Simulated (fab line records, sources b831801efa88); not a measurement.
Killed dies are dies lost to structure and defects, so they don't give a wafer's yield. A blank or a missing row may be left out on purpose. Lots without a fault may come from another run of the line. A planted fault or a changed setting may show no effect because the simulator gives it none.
Which tool did it? | flow sky130 | 11 lots, 33 wafers sampled, at 1 step of a route of 708

WHAT THE GAUGES READ, wafer by wafer
SKY_VIA3_THK_MEAS_23: measures by xrf. Usual: VIA3_W_THK 388 nm, standard deviation 5.7.
lot  | measured     | on            | VIA3_W_THK (nm) | flag
L930 | day 40 07:51 | film_metro-01 | 391 385 391     |
L934 | day 42 10:54 | film_metro-02 | 381 384 386     |
L936 | day 42 15:27 | film_metro-01 | 394 399 397     |
L939 | day 42 21:08 | film_metro-02 | 376 377 378     |
L941 | day 43 18:07 | film_metro-01 | 395 393 395     |
L940 | day 43 22:07 | film_metro-01 | 396 400 392     |
L944 | day 44 16:21 | film_metro-03 | 390 389 385     |
L942 | day 44 16:47 | film_metro-02 | 380 389 387     |
L943 | day 44 17:01 | film_metro-02 | 380 385 379     |
L949 | day 45 22:13 | film_metro-03 | 382 390 394     |
L951 | day 46 02:39 | film_metro-03 | 387 381 380     |

WHICH TOOL RAN EACH LOT (tool, then ch and the chambers of the sampled wafers, then the start)
The record holds no process step before these readings.

WHAT THE TOOLS THEMSELVES READ (means of the sampled wafers that have a number; where no wafer has one, the mark that the record gives instead)
The record holds no such reading with a usual standard deviation.

THE ANSWER, worked out from the rows above alone
Rule: a lot is off if the mean of its wafers that have a number lies more than 3 standard deviations from the usual mean. A lot without any number at a reading at which 4 lots or more have one is off too. The other lots that the step has rows for count as sound. The gauges are gone through in route order, then the tools' own readings, and for those a lot's mean is taken as printed above. The first step at which some lot is off is used, and at that step the reading that is off furthest; a lot without a number counts as furthest.
No lot is off at any reading shown: from this, nothing can be told.

WHAT THE SIMULATOR HAD PUT IN
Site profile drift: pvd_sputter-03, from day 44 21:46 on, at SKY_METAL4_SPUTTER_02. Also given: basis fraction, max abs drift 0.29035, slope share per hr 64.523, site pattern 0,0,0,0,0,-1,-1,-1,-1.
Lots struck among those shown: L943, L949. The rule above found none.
